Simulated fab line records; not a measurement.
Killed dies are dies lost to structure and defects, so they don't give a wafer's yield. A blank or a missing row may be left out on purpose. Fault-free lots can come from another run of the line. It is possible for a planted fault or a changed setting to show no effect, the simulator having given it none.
Problem report, 8D (eight disciplines) form, completed by code + flow gf180mcu + the parts of the form that need people (team, actions taken, sign-off) are left out

== 1. WHAT IS WRONG ==
At GF_HV_LDD_DEVELOP_18, developerTempC averages 22.09 C over 6 wafers from 2 lots, while fault-free wafers read 22.99 C, standard deviation 0.12. That puts it -7.5 standard deviations away from the usual mean.
The step: develop time 60 s.
First seen on wafer L959.1, day 12 07:25, on lithoTrack-03. At this step, 18 wafers from 6 lots have a number in the record. Rule for "out", or "out of limits": more than 4 standard deviations from the usual mean. All remaining wafers that have a number are taken as sound.

== 2. WHAT IT IS AND WHAT IT IS NOT ==
| question                    | is                     | is not                                                                   |
|-----------------------------|------------------------|--------------------------------------------------------------------------|
| which readings at this step | developerTempC         | -                                                                        |
| which lots                  | L959, L960             | L954, L955, L966, L975                                                   |
| which wafers of those lots  | all that have a number | -                                                                        |
| read on which tools         | lithoTrack-03          | lithoTrack-02, lithoTrack-04                                             |
| when                        | from day 12 07:25      | up to then (6 sound wafers); but 6 sound wafers of L966, L975 came after |

== 3. THE SUSPECTS, EACH WITH WHAT RULES IT OUT ==
Counting: a tool at any process step up to the reading remains a suspect when it ran all the lots that are out and ran no sound lot after the first of those.
- lithoTrack-03 at GF_HV_LDD_DEVELOP_18 (develop time 60 s): ruled out as a lasting fault. After its first lot that is out, L959 (day 12 07:25), sound lots L975 ran on it.
Left after counting: nothing in the record.

== 4. THE CAUSE (what the simulator had put in) ==
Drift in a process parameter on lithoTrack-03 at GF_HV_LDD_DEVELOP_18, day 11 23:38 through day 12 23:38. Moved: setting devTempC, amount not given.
Counting ruled it out, wrongly.

== 5. SEQUENCE OF EFFECTS, ordered by route ==
Rows list readings where the struck wafers' mean (over those with a number) sits beyond 3 standard deviations from the usual. Readings are gone through only where the record gives a usual standard deviation; hours: the median, over the lots, of the time from a lot's start at the first step in this table giving one to that lot's start at this step; sigmas: the change measured in usual standard deviations.
| hours | step                 | reading        | usual   | on struck wafers | change | sigmas |
|-------|----------------------|----------------|---------|------------------|--------|--------|
| 0     | GF_HV_LDD_DEVELOP_18 | developerTempC | 22.99 C | 22.09            | -0.89  | -7.5   |
Process steps it contains:
- GF_HV_LDD_DEVELOP_18: develop time 60 s.
Later steps that measure or inspect, where all struck wafers having a row at the step show a number for every such reading and not one has moved that far: GF_HV_LDD_CD_MEAS_19.

== 6. WHAT WOULD HAVE CAUGHT IT SOONER ==
In this record the first reading out of limits was taken at day 12 07:25, 8 hours after the fault began at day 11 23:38.
